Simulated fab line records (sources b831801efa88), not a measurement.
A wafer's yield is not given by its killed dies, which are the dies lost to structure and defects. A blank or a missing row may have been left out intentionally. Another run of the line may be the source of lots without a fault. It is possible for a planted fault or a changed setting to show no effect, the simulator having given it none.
Comparing a struck lot with a sound one | flow sky130 | 23 steps out of a route of 708
Sound: these wafers, L186.3, L186.4, L186.5. Struck: wafer L197.5 (L197.3, L197.6, from the same lot, were not struck and are left out); the cause is given at the end.
Each step with rows lists, per side, the tool, then ch with its chambers, then its first start. Under that, the readings that differ: sound wafers | struck wafers | difference of the means | sigmas: that difference in standard deviations of wafers without a fault.
alike: readings whose means differ by less than 2 such deviations, and words and numbers that are the same on both sides. not compared: withheld readings, readings that some wafer has no value for, bounds like >300 that may hide the same value, and numbers for which the record gives no deviation and whose values overlap.
A row with sigmas, a row that says differs or no value, or rows on one side alone: a step with any of these is where the two part. Non-overlapping numbers with no deviation appear without sigmas and do not part them. Lack of a reading on every wafer of one side parts them only where that side has two or more wafers.

first, 6 steps without rows for these wafers: SKY_PWDE_HMDS_01 (prime time 60 s); SKY_PWDE_COAT_02 (resist thk 3000 nm); SKY_PWDE_SOFTBAKE_03; SKY_PWDE_EXPOSE_04 (exposes mask PWDEM, target cd 840 nm); SKY_PWDE_PEB_05; SKY_PWDE_DEVELOP_06 (develop time 60 s).
SKY_PWDE_OVL_MEAS_07:
  sound on overlay-02, day 5 15:50; struck on overlay-02, day 8 07:57
  alike: PWDE_OVL
next, for these wafers, 1 step has no rows: SKY_PWDE_IMPLANT_08.
SKY_PWDE_STRIP_09: strips in O2/N2.
  sound on plasmaAsher-01 ch 0,1, day 5 16:02; struck on plasmaAsher-04 ch 1, day 8 08:10
  alike: drypumpMotorCurrentA, oesProductAu, stripTimeToEndpointS
  not compared: rfHoursCounterH
SKY_PWDE_TW_MEAS_10:
  sound on filmMetro-01, day 5 16:08; struck on filmMetro-03, day 8 08:15
  alike: PWDE_TW
then, 2 steps without rows for these wafers: SKY_NWELL_DEHYDRATE_03 (time 60 s); SKY_NWELL_HMDS_04 (prime time 60 s).
SKY_NWELL_COAT_05: resist thk 3000 nm.
  sound on lithoTrack-02 ch 0, day 6 01:44; struck on lithoTrack-01 ch 0, day 8 18:01
reading                                | sound          | struck | difference | sigmas
model.coat_of_NWELL_COAT_05.thkNm (nm) | 3012 3015 3010 | 1057   | -1955      | 
then, 3 steps without rows for these wafers: SKY_NWELL_SOFTBAKE_06; SKY_NWELL_EXPOSE_07 (exposes mask NWM, target cd 840 nm); SKY_NWELL_PEB_08.
SKY_NWELL_DEVELOP_09: develop time 60 s.
  sound: lithoTrack-02 ch 0; struck: lithoTrack-03 ch 0
reading                                | sound          | struck | difference | sigmas
model.coat_of_NWELL_COAT_05.thkNm (nm) | 3008 3011 3006 | 1053   | -1955      | 
  alike: developerTempC
SKY_NWELL_OVL_MEAS_10:
  sound on overlay-01, day 6 10:00; struck on overlay-01, day 9 05:05
  alike: NWELL_00_OVL
then, 3 steps without rows for these wafers: SKY_NWELL_IMPLANT_11; SKY_NWELL_IMPLANT_12; SKY_NWELL_IMPLANT_13.
SKY_NWELL_STRIP_14: strips in O2/N2.
  sound on plasmaAsher-01 ch 0,1, day 6 10:31; struck on plasmaAsher-01 ch 0, day 9 05:35
reading                  | sound             | struck | difference | sigmas
oesProductAu (a.u.)      | 0.725 0.726 0.720 | 0.710  | -0.014     | -3
stripTimeToEndpointS (s) | 37.05 37.10 37.05 | 14.10  | -22.97     | -99 or more
  alike: drypumpMotorCurrentA
  not compared: rfHoursCounterH
SKY_NWELL_TW_MEAS_15:
  sound on filmMetro-03, day 6 10:36; struck on filmMetro-02, day 9 05:41
  alike: NWELL_TW

## WHERE THEY PART
Only at SKY_NWELL_STRIP_14, as far as this record shows. Later steps at which nothing parts them and some readings are alike: SKY_NWELL_TW_MEAS_15.

WHY: the cause the simulator had injected
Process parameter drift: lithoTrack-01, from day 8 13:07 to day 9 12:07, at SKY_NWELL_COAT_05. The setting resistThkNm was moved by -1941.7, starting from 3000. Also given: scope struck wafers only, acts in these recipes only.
